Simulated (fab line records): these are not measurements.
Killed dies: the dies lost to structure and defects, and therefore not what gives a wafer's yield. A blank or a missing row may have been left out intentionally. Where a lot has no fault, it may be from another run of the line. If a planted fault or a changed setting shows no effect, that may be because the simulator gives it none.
Check of tool commonality    flow gf180mcu    12 lots, 36 wafers sampled

== WHY THIS WAS OPENED ==
On 2 of the 12 lots, a flag is raised at GF_V1_CD_MEAS_14 on the reading cd-nm. No-fault wafers: 259.8 nm, standard deviation 1.1.
Rule: flag the lot when none of its wafers has a number, or when each of its wafers that has one lies beyond 4 standard deviations from that mean. The other lots count as sound.

lot   measured      on         cd-nm (nm), wafer by wafer  flag
L382  day 18 20:47  cd-sem-02  259.6 257.9 258.8           
L384  day 19 02:20  cd-sem-01  261.2 261.3 260.6           
L385  day 19 22:34  cd-sem-01  258.2 258.9 258.7           
L387  day 20 10:59  cd-sem-02  258.8 259.4 260.2           
L386  day 20 13:51  cd-sem-02  260.0 258.9 260.8           
L388  day 20 22:13  cd-sem-01  260.3 259.3 260.1           
L390  day 21 19:49  cd-sem-02  261.3 261.8 261.2           
L391  day 22 00:47  cd-sem-02  258.3 258.2 257.1           
L392  day 22 10:56  cd-sem-02  259.2 258.6 259.4           
L397  day 23 23:47  cd-sem-01  248.4 249.4 249.6           FLAGGED
L401  day 25 04:59  cd-sem-02  250.6 251.7 251.8           FLAGGED
L404  day 26 02:40  cd-sem-02  259.9 260.0 257.8           
On average the flagged lots' numbers are 250.2 nm, which is -9.6 nm against the usual, or -9 standard deviations.

== WHICH TOOL RAN EACH LOT ==
Before the reading, the record contains 2 process steps out of a 602-step route. Cell contents, in order: the tool; ch with the chambers the sampled wafers went through; the start.
lot   flag     GF_M1_SPUTTER_02              GF_V1_EXPOSE_11
L382           pvd-sputter-04, day 16 20:05  krf-scanner-01 ch 0, day 18 08:29
L384           pvd-sputter-02, day 17 01:49  krf-scanner-01 ch 0, day 18 14:31
L385           pvd-sputter-03, day 17 20:43  krf-scanner-02 ch 0, day 19 10:34
L387           pvd-sputter-03, day 18 09:20  krf-scanner-02 ch 0, day 19 23:04
L386           pvd-sputter-02, day 18 11:20  krf-scanner-01 ch 0, day 20 01:31
L388           pvd-sputter-02, day 18 19:35  krf-scanner-01 ch 0, day 20 09:45
L390           pvd-sputter-04, day 19 17:46  krf-scanner-01 ch 0, day 21 07:44
L391           pvd-sputter-04, day 19 22:32  krf-scanner-01 ch 0, day 21 12:45
L392           pvd-sputter-02, day 20 08:35  krf-scanner-02 ch 0, day 21 23:22
L397  FLAGGED  pvd-sputter-02, day 22 00:26  krf-scanner-02 ch 0, day 23 12:59
L401  FLAGGED  pvd-sputter-03, day 23 06:50  krf-scanner-02 ch 0, day 24 18:11
L404           pvd-sputter-03, day 24 06:14  krf-scanner-01 ch 0, day 25 16:23
What the steps here do:
- GF_M1_SPUTTER_02: material AlCu, target thk 450 nm, time 23.9 s.
- GF_V1_EXPOSE_11: exposes mask Via1, target cd 260 nm.
- GF_V1_CD_MEAS_14: target cd 260 nm.

== FLAGGED AGAINST TOTAL, ONE TOOL AT A TIME (gauges that did the reading follow at the end) ==
step              tool            lots run  flagged  share of the flagged lots  sound lots run after its first flagged lot
GF_M1_SPUTTER_02  pvd-sputter-02  5         1        some                       0
GF_M1_SPUTTER_02  pvd-sputter-03  4         1        some                       1 (L404)
GF_M1_SPUTTER_02  pvd-sputter-04  3         0        none                       -
GF_V1_EXPOSE_11   krf-scanner-01  7         0        none                       -
GF_V1_EXPOSE_11   krf-scanner-02  5         2        all                        0
GF_V1_CD_MEAS_14  cd-sem-01       4         1        some                       0
GF_V1_CD_MEAS_14  cd-sem-02       8         1        some                       1 (L404)

== WHAT IS ALLOWED BY THE TABLE ==
In the table, 1 row covers all flagged lots: krf-scanner-02 at GF_V1_EXPOSE_11.
- krf-scanner-02 at GF_V1_EXPOSE_11: 2 of its 5 lots flagged. It ran its last sound lot, L392, at day 21 23:22 and its first flagged lot, L397, at day 23 12:59: a fault with its onset between the two fits. Its own readings lie more than 4 standard deviations out on every wafer of the flagged lots: exposure-dose-mJ-cm2.
krf-scanner-02 at GF_V1_EXPOSE_11 is the single tool remaining.

== WHAT THE SIMULATOR HAD PUT IN ==
Process parameters drifting: krf-scanner-02 at GF_V1_EXPOSE_11, beginning at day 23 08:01. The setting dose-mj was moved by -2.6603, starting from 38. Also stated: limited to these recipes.
Shown lots that were struck: L397, L401. The same result came from the rule above.
